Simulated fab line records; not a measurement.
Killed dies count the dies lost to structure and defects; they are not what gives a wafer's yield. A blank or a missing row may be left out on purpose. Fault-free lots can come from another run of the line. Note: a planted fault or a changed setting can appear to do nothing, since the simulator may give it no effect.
Which tool did it? || flow gf180mcu || 13 lots, 39 wafers sampled, at 4 steps of a route of 602

## WHAT EACH GAUGE READ, for each wafer
GF_VT_IMPLANT_RS_MEAS_47: measurement is done with a four-point probe. Usual: NWELL_RS 488.2 ohm/sq, standard deviation 1.3.
{"lot": "L956", "measured": "day 7 10:01", "on": "film-metro-03", "NWELL_RS (ohm/sq)": "489.3 488.5 487.5", "flag": ""}
{"lot": "L958", "measured": "day 7 23:56", "on": "film-metro-04", "NWELL_RS (ohm/sq)": "489.1 488.3 488.5", "flag": ""}
{"lot": "L959", "measured": "day 8 07:23", "on": "film-metro-04", "NWELL_RS (ohm/sq)": "488.8 490.7 489.8", "flag": ""}
{"lot": "L960", "measured": "day 8 11:40", "on": "film-metro-04", "NWELL_RS (ohm/sq)": "489.3 489.9 488.4", "flag": ""}
{"lot": "L962", "measured": "day 9 07:12", "on": "film-metro-01", "NWELL_RS (ohm/sq)": "496.1 497.7 496.8", "flag": "OFF"}
{"lot": "L964", "measured": "day 10 00:01", "on": "film-metro-03", "NWELL_RS (ohm/sq)": "495.2 495.1 493.7", "flag": "OFF"}
{"lot": "L971", "measured": "day 12 01:17", "on": "film-metro-04", "NWELL_RS (ohm/sq)": "490.4 489.3 488.5", "flag": ""}
{"lot": "L973", "measured": "day 12 12:37", "on": "film-metro-01", "NWELL_RS (ohm/sq)": "488.7 489.0 489.2", "flag": ""}
{"lot": "L974", "measured": "day 12 15:22", "on": "film-metro-01", "NWELL_RS (ohm/sq)": "489.3 488.3 489.9", "flag": ""}
{"lot": "L976", "measured": "day 13 01:25", "on": "film-metro-01", "NWELL_RS (ohm/sq)": "486.9 488.0 489.2", "flag": ""}
{"lot": "L977", "measured": "day 13 10:16", "on": "film-metro-03", "NWELL_RS (ohm/sq)": "487.0 487.0 486.6", "flag": ""}
{"lot": "L978", "measured": "day 13 17:46", "on": "film-metro-01", "NWELL_RS (ohm/sq)": "487.7 486.5 488.2", "flag": ""}
{"lot": "L979", "measured": "day 13 23:53", "on": "film-metro-04", "NWELL_RS (ohm/sq)": "486.2 487.1 486.4", "flag": ""}

GF_V2_THK_MEAS_03. Usual: V2_CVD_02_THK 852 nm, standard deviation 13.
{"lot": "L956", "measured": "day 18 22:04", "on": "film-metro-04", "V2_CVD_02_THK (nm)": "851 868 867", "flag": ""}
{"lot": "L958", "measured": "day 19 18:45", "on": "film-metro-03", "V2_CVD_02_THK (nm)": "837 860 844", "flag": ""}
{"lot": "L959", "measured": "day 20 04:42", "on": "film-metro-03", "V2_CVD_02_THK (nm)": "854 857 854", "flag": ""}
{"lot": "L960", "measured": "day 20 11:49", "on": "film-metro-01", "V2_CVD_02_THK (nm)": "838 823 837", "flag": ""}
{"lot": "L962", "measured": "day 21 14:11", "on": "film-metro-01", "V2_CVD_02_THK (nm)": "857 846 861", "flag": ""}
{"lot": "L964", "measured": "day 22 11:14", "on": "film-metro-04", "V2_CVD_02_THK (nm)": "858 866 864", "flag": ""}
{"lot": "L971", "measured": "day 25 00:58", "on": "film-metro-01", "V2_CVD_02_THK (nm)": "838 848 857", "flag": ""}
{"lot": "L973", "measured": "day 25 15:06", "on": "film-metro-01", "V2_CVD_02_THK (nm)": "852 837 872", "flag": ""}
{"lot": "L974", "measured": "day 25 15:48", "on": "film-metro-01", "V2_CVD_02_THK (nm)": "850 856 843", "flag": ""}
{"lot": "L976", "measured": "day 26 03:11", "on": "film-metro-03", "V2_CVD_02_THK (nm)": "856 842 880", "flag": ""}
{"lot": "L977", "measured": "day 26 10:09", "on": "film-metro-04", "V2_CVD_02_THK (nm)": "862 842 865", "flag": ""}
{"lot": "L978", "measured": "day 26 19:17", "on": "film-metro-04", "V2_CVD_02_THK (nm)": "853 863 866", "flag": ""}
{"lot": "L979", "measured": "day 27 03:22", "on": "film-metro-03", "V2_CVD_02_THK (nm)": "818 825 832", "flag": ""}

GF_V2_BOW_MEAS_05. Usual: V2_BOW 100 um, standard deviation 7.7.
{"lot": "L956", "measured": "day 18 22:25", "on": "film-metro-04", "V2_BOW (um)": "118 115 103", "flag": ""}
{"lot": "L958", "measured": "day 19 19:07", "on": "film-metro-04", "V2_BOW (um)": "99 99 110", "flag": ""}
{"lot": "L959", "measured": "day 20 05:04", "on": "film-metro-01", "V2_BOW (um)": "107 107 113", "flag": ""}
{"lot": "L960", "measured": "day 20 12:11", "on": "film-metro-01", "V2_BOW (um)": "99 108 97", "flag": ""}
{"lot": "L962", "measured": "day 21 14:32", "on": "film-metro-04", "V2_BOW (um)": "99 100 94", "flag": ""}
{"lot": "L964", "measured": "day 22 11:36", "on": "film-metro-01", "V2_BOW (um)": "101 94 104", "flag": ""}
{"lot": "L971", "measured": "day 25 01:20", "on": "film-metro-03", "V2_BOW (um)": "95 94 96", "flag": ""}
{"lot": "L973", "measured": "day 25 15:28", "on": "film-metro-03", "V2_BOW (um)": "104 110 97", "flag": ""}
{"lot": "L974", "measured": "day 25 16:10", "on": "film-metro-03", "V2_BOW (um)": "101 104 102", "flag": ""}
{"lot": "L976", "measured": "day 26 03:33", "on": "film-metro-04", "V2_BOW (um)": "101 104 101", "flag": ""}
{"lot": "L977", "measured": "day 26 10:31", "on": "film-metro-01", "V2_BOW (um)": "107 108 105", "flag": ""}
{"lot": "L978", "measured": "day 26 19:39", "on": "film-metro-01", "V2_BOW (um)": "100 100 100", "flag": ""}
{"lot": "L979", "measured": "day 27 03:44", "on": "film-metro-04", "V2_BOW (um)": "119 102 107", "flag": ""}

## WHICH TOOL RAN EACH LOT (tool, then ch and the chambers of the sampled wafers, then the start)
{"lot": "L956", "GF_NWELL_IMPLANT_09": "implanter-02 ch 0, day 3 07:17"}
{"lot": "L958", "GF_NWELL_IMPLANT_09": "implanter-04 ch 0, day 3 18:10"}
{"lot": "L959", "GF_NWELL_IMPLANT_09": "implanter-02 ch 0, day 3 23:37"}
{"lot": "L960", "GF_NWELL_IMPLANT_09": "implanter-02 ch 0, day 4 04:14"}
{"lot": "L962", "GF_NWELL_IMPLANT_09": "implanter-02 ch 0, day 4 18:56"}
{"lot": "L964", "GF_NWELL_IMPLANT_09": "implanter-02 ch 0, day 5 06:58"}
{"lot": "L971", "GF_NWELL_IMPLANT_09": "implanter-01 ch 0, day 6 23:07"}
{"lot": "L973", "GF_NWELL_IMPLANT_09": "implanter-01 ch 0, day 7 08:14"}
{"lot": "L974", "GF_NWELL_IMPLANT_09": "implanter-04 ch 0, day 7 10:59"}
{"lot": "L976", "GF_NWELL_IMPLANT_09": "implanter-04 ch 0, day 7 20:13"}
{"lot": "L977", "GF_NWELL_IMPLANT_09": "implanter-01 ch 0, day 8 03:08"}
{"lot": "L978", "GF_NWELL_IMPLANT_09": "implanter-04 ch 0, day 8 08:53"}
{"lot": "L979", "GF_NWELL_IMPLANT_09": "implanter-01 ch 0, day 8 12:35"}
- GF_NWELL_IMPLANT_09

## WHAT THE TOOLS THEMSELVES READ (means of the sampled wafers that have a number; where no wafer has one, the mark that the record gives instead)
GF_NWELL_IMPLANT_09. Usual: dose-ions-cm2 3.999e+12, standard deviation 4.1e+09; faraday-current-uA 22.6, standard deviation 0.42.
{"lot": "L956", "tool": "implanter-02", "dose-ions-cm2": 4.000e+12, "faraday-current-uA": 22.7, "flag": ""}
{"lot": "L958", "tool": "implanter-04", "dose-ions-cm2": 3.995e+12, "faraday-current-uA": 22.9, "flag": ""}
{"lot": "L959", "tool": "implanter-02", "dose-ions-cm2": 3.997e+12, "faraday-current-uA": 22.4, "flag": ""}
{"lot": "L960", "tool": "implanter-02", "dose-ions-cm2": 4.000e+12, "faraday-current-uA": 22.3, "flag": ""}
{"lot": "L962", "tool": "implanter-02", "dose-ions-cm2": 3.621e+12, "faraday-current-uA": 20.5, "flag": "OFF"}
{"lot": "L964", "tool": "implanter-02", "dose-ions-cm2": 3.624e+12, "faraday-current-uA": 20.7, "flag": "OFF"}
{"lot": "L971", "tool": "implanter-01", "dose-ions-cm2": 4.002e+12, "faraday-current-uA": 22.3, "flag": ""}
{"lot": "L973", "tool": "implanter-01", "dose-ions-cm2": 4.001e+12, "faraday-current-uA": 22.7, "flag": ""}
{"lot": "L974", "tool": "implanter-04", "dose-ions-cm2": 3.997e+12, "faraday-current-uA": 22.7, "flag": ""}
{"lot": "L976", "tool": "implanter-04", "dose-ions-cm2": 3.998e+12, "faraday-current-uA": 22.8, "flag": ""}
{"lot": "L977", "tool": "implanter-01", "dose-ions-cm2": 3.994e+12, "faraday-current-uA": 22.9, "flag": ""}
{"lot": "L978", "tool": "implanter-04", "dose-ions-cm2": 4.001e+12, "faraday-current-uA": 22.5, "flag": ""}
{"lot": "L979", "tool": "implanter-01", "dose-ions-cm2": 3.998e+12, "faraday-current-uA": 22.4, "flag": ""}

## THE ANSWER, worked out from the rows above alone
Rule: a lot is off if the mean of its wafers that have a number lies more than 3 standard deviations from the usual mean. Also off: a lot with no number at a reading for which 4 or more lots have one. All remaining lots with rows at the step are treated as sound. First the gauges in route order, then the tools' own readings, where a lot's mean is used as printed above. The first step at which some lot is off is used, and at that step the reading that is off furthest; a lot without a number counts as furthest.
Off: L962, L964, at GF_VT_IMPLANT_RS_MEAS_47 (NWELL_RS).
If a tool, at a process step before that reading, ran all the lots that are off and no sound lot after the first of them, it fits. Not tried: the gauges at GF_VT_IMPLANT_RS_MEAS_47; whatever is off there is also off at GF_NWELL_IMPLANT_09, on other tools, and gauge error can't account for it. One candidate fits, namely implanter-02 at GF_NWELL_IMPLANT_09. A fault onset in the window from L960 (day 4 04:14, its last sound lot) to L962 (day 4 18:56, its first lot off) fits.
The tool's own readings at GF_NWELL_IMPLANT_09 bear it out: on the lots that are off they differ by more than 5 times the standard deviation of the sound lots' means. dose-ions-cm2 reads 3.622e+12 there against 3.998e+12 on the sound lots; faraday-current-uA reads 20.6 there against 22.6 on the sound lots.

## WHAT HAD BEEN PUT IN BY THE SIMULATOR
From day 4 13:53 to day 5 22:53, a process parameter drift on implanter-02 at GF_NWELL_IMPLANT_09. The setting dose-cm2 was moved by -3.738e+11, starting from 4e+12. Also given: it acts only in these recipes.
Lots struck among those shown: L962, L964. Same finding as the rule above.
